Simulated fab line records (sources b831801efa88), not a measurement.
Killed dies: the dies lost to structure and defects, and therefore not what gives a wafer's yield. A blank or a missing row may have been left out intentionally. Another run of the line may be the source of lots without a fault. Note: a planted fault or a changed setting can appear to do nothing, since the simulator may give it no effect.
fab line records ; flow sky130
record lots=15; wafers=45; last-day=50
route steps=708 shown PWDE@52 POLY_GATE@226 SD_P@330
lots that met no fault: from a run of the same line without faults
start-h: start of the lot's first displayed wafer, in hours after the record's first day ; wait-h: hours elapsed since this lot's preceding step ; " unchanged from the row above ; L1.1+2: a row that stands for several wafers ; - value missing, or start not given ; * or withheld: withheld ; < > ~ a bound
route shown NAME@n: names a module that has steps shown in the file, with the first one's number in the route ; usual: mean/standard deviation taken from wafers without a fault ; same: alike in all rows ; chamber/n: place in a boat ; sites: each site's reading ; _std_site: how widely they spread, as a standard deviation ; _edge_site: mean of outer sites minus mean of inner sites ; radius-mm: for every site, how far away it sits from the centre of the wafer ; mask NAME#n: copy n ; behind: the last tool/chamber to shape the wafer ; hold: what put the lot on hold/how long, in hours/how the hold closed ; device: names the non-switching transistor (n, p or np) ; end of line: tests run on the same wafers once the route is complete ; a step with no rows: only its recipe ; killed: dies that structure and defects cost at the first sort, which is not the same as the wafer's yield ; map: a wafer's dies, marking killed ones x, the rest . and places with no die _
set.NAME: setting as actually run; set.NAME@STEP: the setting as run at that earlier step ; model.NAME: the simulator's own value behind a step, which no gauge read
steps of the route over a sample of lots; a table a step, a row a wafer
services: when a tool's chamber went out of use (start-h, in hours from the record's first day, below 0 if earlier), for how many hours, and the reason
## steps
# step SKY_PWDE_OVL_MEAS_07
# usual PWDE_OVL=0.1/1.4
lot.wafer;tool;chamber;start-h;wait-h;PWDE_OVL[nm]
L843.2;overlay-02;-;69.50;-;1.6
L843.4;overlay-02;-;69.50;-;-0.9
L843.5;overlay-02;-;69.50;-;-0.1
L845.1;overlay-02;-;79.04;-;-0.4
L845.3;overlay-02;-;79.04;-;-2.0
L845.6;overlay-02;-;79.04;-;-3.1
L846.1;overlay-01;-;84.14;-;-1.0
L846.5;overlay-01;-;84.14;-;-0.1
L846.6;overlay-01;-;84.14;-;0.0
L847.1;overlay-02;-;90.89;-;-0.9
L847.3;overlay-02;-;90.89;-;-0.6
L847.6;overlay-02;-;90.89;-;-2.8
L852.4;overlay-01;-;123.41;-;0.5
L852.5;overlay-01;-;123.41;-;0.7
L852.6;overlay-01;-;123.41;-;1.1
L853.1;overlay-02;-;130.72;-;1.3
L853.3;overlay-02;-;130.72;-;1.9
L853.6;overlay-02;-;130.72;-;0.4
L854.1;overlay-02;-;135.19;-;0.1
L854.3;overlay-02;-;135.19;-;-1.3
L854.6;overlay-02;-;135.19;-;0.3
L855.1;overlay-02;-;135.89;-;-0.2
L855.2;overlay-02;-;135.89;-;0.5
L855.4;overlay-02;-;135.89;-;0.6
L858.1;overlay-01;-;159.92;-;-1.5
L858.3;overlay-01;-;159.92;-;0.3
L858.5;overlay-01;-;159.92;-;-0.9
L861.1;overlay-02;-;171.89;-;-0.6
L861.2;overlay-02;-;171.89;-;0.5
L861.5;overlay-02;-;171.89;-;0.3
L862.2;overlay-01;-;176.00;-;2.7
L862.5;overlay-01;-;176.00;-;0.3
L862.6;overlay-01;-;176.00;-;1.5
L863.1;overlay-01;-;180.17;-;-0.8
L863.4;overlay-01;-;180.17;-;2.0
L863.6;overlay-01;-;180.17;-;0.1
L864.2;overlay-02;-;187.12;-;0.1
L864.3;overlay-02;-;187.12;-;-2.7
L864.6;overlay-02;-;187.12;-;0.0
L865.2;overlay-02;-;191.18;-;1.7
L865.3;overlay-02;-;191.18;-;-0.7
L865.6;overlay-02;-;191.18;-;2.1
L866.1;overlay-02;-;201.04;-;-1.5
L866.4;overlay-02;-;201.04;-;-1.3
L866.6;overlay-02;-;201.04;-;-2.1
# step SKY_POLY_GATE_DEVELOP_12
# recipe develop-time-s=60; resist=KrF-thick; dev-temp-c=21
# usual chill-plate-temp-C=23.01/0.12; develop-time-s=60/0
lot.wafer;tool;chamber;start-h;wait-h;chill-plate-temp-C;develop-time-s
L843.2;litho-track-02;0;366;-;22.81;60
L843.4;litho-track-02;0;366;-;22.85;60
L843.5;litho-track-02;0;366;-;22.71;60
L845.1;litho-track-01;0;381;-;22.87;60
L845.3;litho-track-01;0;381;-;22.91;60
L845.6;litho-track-01;0;381;-;22.88;60
L846.1;litho-track-02;0;390;-;23.22;60
L846.5;litho-track-02;0;391;-;23.25;60
L846.6;litho-track-02;0;391;-;23.11;60
L847.1;litho-track-02;0;398;-;23.10;60
L847.3;litho-track-02;0;398;-;23.12;60
L847.6;litho-track-02;0;398;-;23.03;60
L852.4;litho-track-02;0;456;-;23.04;60
L852.5;litho-track-02;0;456;-;22.91;60
L852.6;litho-track-02;0;456;-;22.89;60
L853.1;litho-track-04;-;469;-;-;-
L853.3;litho-track-04;-;469;-;-;-
L853.6;litho-track-04;-;469;-;-;-
L855.1;litho-track-04;-;475;-;-;-
L855.2;litho-track-04;-;475;-;-;-
L855.4;litho-track-04;-;475;-;-;-
L854.1;litho-track-04;-;475;-;-;-
L854.3;litho-track-04;-;476;-;-;-
L854.6;litho-track-04;-;476;-;-;-
L858.1;litho-track-04;0;510;-;22.82;60
L858.3;litho-track-04;0;510;-;22.97;60
L858.5;litho-track-04;0;510;-;22.96;60
L861.1;litho-track-01;0;530;-;22.95;60
L861.2;litho-track-01;0;530;-;22.98;60
L861.5;litho-track-01;0;530;-;23.05;60
L862.2;litho-track-04;0;533;-;23.06;60
L862.5;litho-track-04;0;533;-;23.15;60
L862.6;litho-track-04;0;533;-;22.97;60
L863.1;litho-track-04;0;542;-;23.42;60
L863.4;litho-track-04;0;542;-;23.29;60
L863.6;litho-track-04;0;542;-;23.21;60
L864.2;litho-track-04;0;551;-;23.16;60
L864.3;litho-track-04;0;551;-;22.96;60
L864.6;litho-track-04;0;551;-;23.07;60
L865.2;litho-track-02;0;561;-;22.91;60
L865.3;litho-track-02;0;561;-;22.97;60
L865.6;litho-track-02;0;561;-;22.94;60
L866.1;litho-track-04;0;564;-;23.11;60
L866.4;litho-track-04;0;564;-;22.84;60
L866.6;litho-track-04;0;564;-;23.07;60
# step SKY_POLY_GATE_CD_MEAS_22
# usual cd-nm=150.1/2.5
lot.wafer;tool;chamber;start-h;wait-h;cd-nm
L843.2;cd-sem-01;-;368.57;0.1;153.5
L843.4;cd-sem-01;-;368.57;0.1;150.6
L843.5;cd-sem-01;-;368.57;0.1;147.5
L845.1;cd-sem-01;-;383.63;0.1;151.6
L845.3;cd-sem-01;-;383.63;0.1;146.8
L845.6;cd-sem-01;-;383.63;0.1;146.4
L846.1;cd-sem-02;-;395.63;0.1;150.4
L846.5;cd-sem-02;-;395.63;0.1;151.1
L846.6;cd-sem-02;-;395.63;0.1;149.7
L847.1;cd-sem-02;-;400.92;0.1;151.4
L847.3;cd-sem-02;-;400.92;0.1;149.3
L847.6;cd-sem-02;-;400.92;0.1;150.7
L852.4;cd-sem-02;-;459.69;0.1;147.7
L852.5;cd-sem-02;-;459.69;0.1;150.6
L852.6;cd-sem-02;-;459.69;0.1;147.8
L853.1;cd-sem-02;-;471.34;0.1;-
L853.3;cd-sem-02;-;471.34;0.1;-
L853.6;cd-sem-02;-;471.34;0.1;-
L855.1;cd-sem-01;-;477.64;0.1;-
L855.2;cd-sem-01;-;477.64;0.1;-
L855.4;cd-sem-01;-;477.64;0.1;-
L854.1;cd-sem-02;-;477.99;0.1;-
L854.3;cd-sem-02;-;477.99;0.1;-
L854.6;cd-sem-02;-;477.99;0.1;-
L858.1;cd-sem-01;-;512.24;0.1;143.9
L858.3;cd-sem-01;-;512.24;0.1;146.9
L858.5;cd-sem-01;-;512.24;0.1;143.4
L861.1;cd-sem-01;-;532.31;0.1;152.9
L861.2;cd-sem-01;-;532.31;0.1;150.1
L861.5;cd-sem-01;-;532.31;0.1;152.2
L862.2;cd-sem-01;-;535.72;0.1;149.6
L862.5;cd-sem-01;-;535.72;0.1;148.8
L862.6;cd-sem-01;-;535.72;0.1;155.0
L863.1;cd-sem-01;-;544.85;0.1;152.3
L863.4;cd-sem-01;-;544.85;0.1;157.1
L863.6;cd-sem-01;-;544.85;0.1;151.4
L864.2;cd-sem-01;-;553.23;0.1;153.1
L864.3;cd-sem-01;-;553.23;0.1;145.3
L864.6;cd-sem-01;-;553.23;0.1;147.4
L865.2;cd-sem-02;-;563.09;0.1;150.6
L865.3;cd-sem-02;-;563.09;0.1;149.3
L865.6;cd-sem-02;-;563.09;0.1;147.1
L866.1;cd-sem-01;-;566.47;0.1;151.1
L866.4;cd-sem-01;-;566.47;0.1;148.4
L866.6;cd-sem-01;-;566.47;0.1;152.2
# step SKY_SD_P_STRIP_10
# recipe chemistry=O2/N2; power-w=1400; pressure-mtorr=1500; platen-temp-c=withheld; o2-flow-sccm=3000; n2-flow-sccm=300; overash-fraction=0.5
# usual drypump-motor-current-A=5.5/0.5; oes-product-au=0.618/0.0046; strip-time-to-endpoint-s=17.52/0.045
lot.wafer;tool;chamber;start-h;wait-h;drypump-motor-current-A;oes-product-au;rf-hours-counter-h;strip-time-to-endpoint-s
L843.2;plasma-asher-03;0;584.10;0.1;5.5;0.623;71;17.56
L843.4;plasma-asher-03;1;584.10;0.1;6.3;0.617;-;17.60
L843.5;plasma-asher-03;0;584.10;0.1;5.5;0.619;-;17.60
L845.1;plasma-asher-03;0;599.95;0.1;5.5;0.611;73;17.53
L845.3;plasma-asher-03;0;599.95;0.1;5.6;0.606;-;17.54
L845.6;plasma-asher-03;0;599.95;0.1;5.5;0.616;-;17.56
L846.1;plasma-asher-04;1;610.20;0.1;5.5;0.611;52;17.46
L846.5;plasma-asher-04;0;610.20;0.1;5.5;0.613;-;17.51
L846.6;plasma-asher-04;1;610.20;0.1;5.5;0.611;-;17.50
L847.1;plasma-asher-03;1;618.73;0.1;6.4;0.621;75;17.48
L847.3;plasma-asher-03;1;618.73;0.1;6.4;0.618;-;17.48
L847.6;plasma-asher-03;1;618.73;0.1;6.4;0.616;-;17.46
L852.4;plasma-asher-03;1;672.16;0.1;6.4;0.617;-;17.48
L852.5;plasma-asher-03;1;672.16;0.1;6.4;0.619;-;17.48
L852.6;plasma-asher-03;0;672.16;0.1;5.5;0.615;-;17.44
L858.1;plasma-asher-03;1;719.55;0.1;6.4;0.614;85;17.55
L858.3;plasma-asher-03;1;719.55;0.1;6.4;0.616;-;17.55
L858.5;plasma-asher-03;1;719.55;0.1;6.4;0.620;-;17.53
L861.1;plasma-asher-02;0;735.60;0.1;5.1;0.613;29;17.54
L861.2;plasma-asher-02;1;735.60;0.1;5.0;0.623;29;17.56
L861.5;plasma-asher-02;1;735.60;0.1;5.0;0.617;-;17.54
L862.2;plasma-asher-03;1;740.13;0.1;6.4;0.617;88;17.52
L862.5;plasma-asher-03;0;740.13;0.1;5.5;0.619;-;17.48
L862.6;plasma-asher-03;1;740.13;0.1;6.4;0.614;-;17.48
L863.1;plasma-asher-04;0;747.73;0.1;5.5;0.615;65;17.54
L863.4;plasma-asher-04;0;747.73;0.1;5.6;0.612;-;17.51
L863.6;plasma-asher-04;0;747.73;0.1;5.6;0.623;-;17.55
L864.2;plasma-asher-03;1;755.88;0.1;6.3;0.614;89;17.47
L864.3;plasma-asher-03;1;755.88;0.1;6.3;0.617;-;17.43
L864.6;plasma-asher-03;1;755.88;0.1;6.3;0.619;-;17.46
L865.2;plasma-asher-02;1;763.70;0.1;5.0;0.621;32;17.49
L865.3;plasma-asher-02;0;763.70;0.1;5.1;0.613;-;17.50
L865.6;plasma-asher-02;0;763.70;0.1;5.1;0.611;-;17.53
L866.1;plasma-asher-02;1;767.28;0.1;5.0;0.619;32;17.57
L866.4;plasma-asher-02;0;767.28;0.1;5.1;0.624;-;17.62
L866.6;plasma-asher-02;1;767.28;0.1;5.0;0.614;-;17.57
## services
tool;chamber;start-h;hours;kind
plasma-asher-04;-;344.65;0.7;repair
plasma-asher-02;-;345.82;1.3;repair
plasma-asher-02;-;368.33;2.8;pm
litho-track-04;-;373.14;-;consumable-replace:filter
plasma-asher-03;-;377.40;2.6;repair
plasma-asher-02;-;421.25;9.0;pm
plasma-asher-02;0;421.25;9.0;vent-cycle
plasma-asher-02;1;421.25;9.0;vent-cycle
plasma-asher-02;0;430.25;-;clean
plasma-asher-02;1;430.25;-;clean
plasma-asher-03;-;450.07;2.8;pm
plasma-asher-02;-;523.57;0.7;repair
plasma-asher-04;-;555.18;3.9;repair
plasma-asher-04;-;556.25;0.7;repair
plasma-asher-03;-;565.38;2.7;repair
plasma-asher-02;-;569.71;14.6;pm
litho-track-01;-;569.89;-;consumable-replace:filter
plasma-asher-02;-;590.06;3.1;repair
plasma-asher-04;-;664.30;10.0;repair
plasma-asher-04;-;696.76;2.3;repair
plasma-asher-02;-;714.97;9.4;repair
## key
first-sign step=SKY_POLY_GATE_DEVELOP_12; reading=tool-record; direction=missing
effect none on later readings
met-at SKY_POLY_GATE_DEVELOP_12
struck-lots L853,L854,L855
later-rows-left-out L853.1,L853.3,L853.6,L854.1,L854.3,L854.6,L855.1,L855.2,L855.4
sort-left-out L853.1,L853.3,L853.6,L854.1,L854.3,L854.6,L855.1,L855.2,L855.4
tester-left-out L853,L854,L855
not-acting-at SKY_PWDE_OVL_MEAS_07,SKY_POLY_GATE_CD_MEAS_22,SKY_SD_P_STRIP_10
fault kind=skipped-step-whole; tool=litho-track-04; chamber=-; onset-h=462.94; steps=SKY_POLY_GATE_DEVELOP_12; scope=struck-lots-only
# tester-left-out: of these lots the tester's yield and bins aren't shown, on N5 and GAA mostly nor the transistor test; their killed dies are dies lost to structure and defects alone, not to doping, threshold or leakage, so they don't give the yield
# sort-left-out: the simulated sort isn't trusted on such a fault, so these wafers' sort isn't shown, and their yield isn't known
# later-rows-left-out: the simulator's readings of these wafers behind a module that went badly wrong aren't trusted and aren't shown, but for the sort
